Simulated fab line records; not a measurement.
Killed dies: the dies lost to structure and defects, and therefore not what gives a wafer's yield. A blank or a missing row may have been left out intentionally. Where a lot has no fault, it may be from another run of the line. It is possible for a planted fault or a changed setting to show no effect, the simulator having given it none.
The tool behind it: which one? || flow sky130 || 6 lots with 18 wafers sampled at 3 steps, on a route of 708 steps

## WHAT THE GAUGES READ, wafer by wafer
SKY_POLY_CUT_OVL_MEAS_09.
{"lot": "L798", "measured": "day 25 12:08", "on": "overlay-01", "POLY_CUT_OVL (nm)": "-1 2 1"}
{"lot": "L801", "measured": "day 26 15:42", "on": "overlay-02", "POLY_CUT_OVL (nm)": "-1 -3 -3"}
{"lot": "L803", "measured": "day 28 02:47", "on": "overlay-01", "POLY_CUT_OVL (nm)": "-3 2 0"}
{"lot": "L811", "measured": "day 30 01:25", "on": "overlay-02", "POLY_CUT_OVL (nm)": "10 5 11"}
{"lot": "L816", "measured": "day 31 17:53", "on": "overlay-02", "POLY_CUT_OVL (nm)": "3 2 1"}
{"lot": "L818", "measured": "day 32 01:32", "on": "overlay-02", "POLY_CUT_OVL (nm)": "8 6 0"}

## TOOL THAT RAN EACH LOT (tool first, then ch and the chambers of the sampled wafers, then the start)
{"lot": "L798", "SKY_FIELD_ISO_WET_ETCH_30": "wetBench-03 ch 2, day 3 03:53", "SKY_DNWELL_STRIP_08": "plasmaAsher-04 ch 0,1, day 3 21:32"}
{"lot": "L801", "SKY_FIELD_ISO_WET_ETCH_30": "wetBench-03 ch 0, day 3 19:16", "SKY_DNWELL_STRIP_08": "plasmaAsher-01 ch 0,1, day 4 14:26"}
{"lot": "L803", "SKY_FIELD_ISO_WET_ETCH_30": "wetBench-01 ch 2, day 4 02:01", "SKY_DNWELL_STRIP_08": "plasmaAsher-03 ch 0,1, day 4 20:56"}
{"lot": "L811", "SKY_FIELD_ISO_WET_ETCH_30": "wetBench-03 ch 1, day 5 21:26", "SKY_DNWELL_STRIP_08": "plasmaAsher-03 ch 1, day 6 18:47"}
{"lot": "L816", "SKY_FIELD_ISO_WET_ETCH_30": "wetBench-01 ch 3, day 7 01:58", "SKY_DNWELL_STRIP_08": "plasmaAsher-04 ch 0,1, day 8 01:14"}
{"lot": "L818", "SKY_FIELD_ISO_WET_ETCH_30": "wetBench-01 ch 3, day 7 10:01", "SKY_DNWELL_STRIP_08": "plasmaAsher-03 ch 0,1, day 8 08:22"}
- SKY_FIELD_ISO_WET_ETCH_30: etches SiO2 in dHF, target depth 25 nm, time 50 s.
- SKY_DNWELL_STRIP_08: strips in O2/N2.

## THE ANSWER, worked out from the rows above alone
Rule: what is usual is taken from the lots themselves. The widest of any qualifying gaps counts: lots, ordered by their means at a reading, are off when they make up no more than a third of the lots, leave a main group of 4 or more, and stand apart from it by 3 or more times the standard deviation of that group's means. The tables above print the reading to a certain number of digits; a main group whose means all agree to those digits is not used. A lot without any number at a reading at which 4 lots or more have one is off too. The other lots that the step has rows for count as sound.
Across all readings shown, no lot is off: no conclusion can be drawn from this.

## WHAT THE SIMULATOR HAD PUT IN
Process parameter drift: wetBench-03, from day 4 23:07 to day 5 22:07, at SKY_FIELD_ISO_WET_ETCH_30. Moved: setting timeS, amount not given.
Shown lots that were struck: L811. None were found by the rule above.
